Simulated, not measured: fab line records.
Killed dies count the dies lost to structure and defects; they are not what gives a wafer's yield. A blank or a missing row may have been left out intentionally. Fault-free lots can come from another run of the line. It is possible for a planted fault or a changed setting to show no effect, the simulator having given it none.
Which tool is to blame? / flow sky130 / at 1 step of a route of 708, 24 lots with 72 wafers sampled

## WHAT THE GAUGES SHOWED, per wafer
SKY_LDD_N_TW_MEAS_17. Usual: LDD_N_TW gives 2594 (standard deviation 31).
lot=L074; measured=day 17 07:29; on=film_metro-02; LDD_N_TW=2587 2578 2581; flag=
lot=L075; measured=day 18 03:11; on=film_metro-04; LDD_N_TW=2583 2574 2570; flag=
lot=L076; measured=day 18 06:48; on=film_metro-03; LDD_N_TW=2639 2624 2618; flag=
lot=L077; measured=day 18 20:29; on=film_metro-04; LDD_N_TW=2571 2564 2591; flag=
lot=L078; measured=day 19 10:40; on=film_metro-02; LDD_N_TW=2568 2576 2567; flag=
lot=L079; measured=day 19 19:45; on=film_metro-03; LDD_N_TW=2642 2660 2639; flag=
lot=L080; measured=day 20 09:34; on=film_metro-02; LDD_N_TW=2565 2578 2556; flag=
lot=L081; measured=day 20 09:49; on=film_metro-04; LDD_N_TW=2572 2573 2568; flag=
lot=L082; measured=day 20 18:16; on=film_metro-02; LDD_N_TW=2580 2576 2576; flag=
lot=L083; measured=day 21 02:51; on=film_metro-02; LDD_N_TW=2553 2565 2560; flag=
lot=L084; measured=day 21 16:49; on=film_metro-03; LDD_N_TW=2622 2604 2626; flag=
lot=L086; measured=day 22 01:40; on=film_metro-03; LDD_N_TW=2620 2635 2627; flag=
lot=L085; measured=day 22 06:19; on=film_metro-04; LDD_N_TW=2595 2595 2600; flag=
lot=L087; measured=day 22 17:47; on=film_metro-04; LDD_N_TW=2597 2599 2597; flag=
lot=L088; measured=day 22 18:52; on=film_metro-03; LDD_N_TW=2635 2620 2641; flag=
lot=L089; measured=day 23 17:46; on=film_metro-04; LDD_N_TW=2565 2568 2561; flag=
lot=L090; measured=day 24 03:53; on=film_metro-03; LDD_N_TW=2666 2650 2654; flag=
lot=L091; measured=day 24 08:55; on=film_metro-04; LDD_N_TW=2591 2586 2604; flag=
lot=L092; measured=day 24 17:31; on=film_metro-02; LDD_N_TW=2574 2577 2577; flag=
lot=L093; measured=day 24 18:38; on=film_metro-02; LDD_N_TW=2564 2572 2567; flag=
lot=L094; measured=day 25 03:22; on=film_metro-02; LDD_N_TW=2553 2564 2573; flag=
lot=L095; measured=day 25 10:09; on=film_metro-03; LDD_N_TW=2655 2658 2639; flag=
lot=L097; measured=day 26 17:24; on=film_metro-04; LDD_N_TW=2602 2601 2591; flag=
lot=L096; measured=day 28 00:15; on=film_metro-02; LDD_N_TW=2577 2577 2566; flag=

## WHAT TOOL EACH LOT RAN ON (gives the tool, then ch and the chambers of the sampled wafers, and finally the start)
There is no process step in the record ahead of these readings.

## WHAT THE TOOLS THEMSELVES READ (means of the sampled wafers that have a number; where no wafer has one, the mark that the record gives instead)
The record holds no such reading with a usual standard deviation.

## THE ANSWER, worked out from the rows above alone
Rule: lot off if the mean of its wafers having a number is beyond 3 standard deviations from the usual mean. A lot without any number at a reading at which 4 lots or more have one is off too. The other lots that the step has rows for count as sound. Order of review: gauges by route order, followed by the tools' own readings, for which a lot's mean as printed above is used. At the first step where some lot is off, the reading lying furthest off is the one used; lots without a number count as furthest.
Nothing can be told from this: no lot is off at any reading shown.

## WHAT THE SIMULATOR HAD INSERTED
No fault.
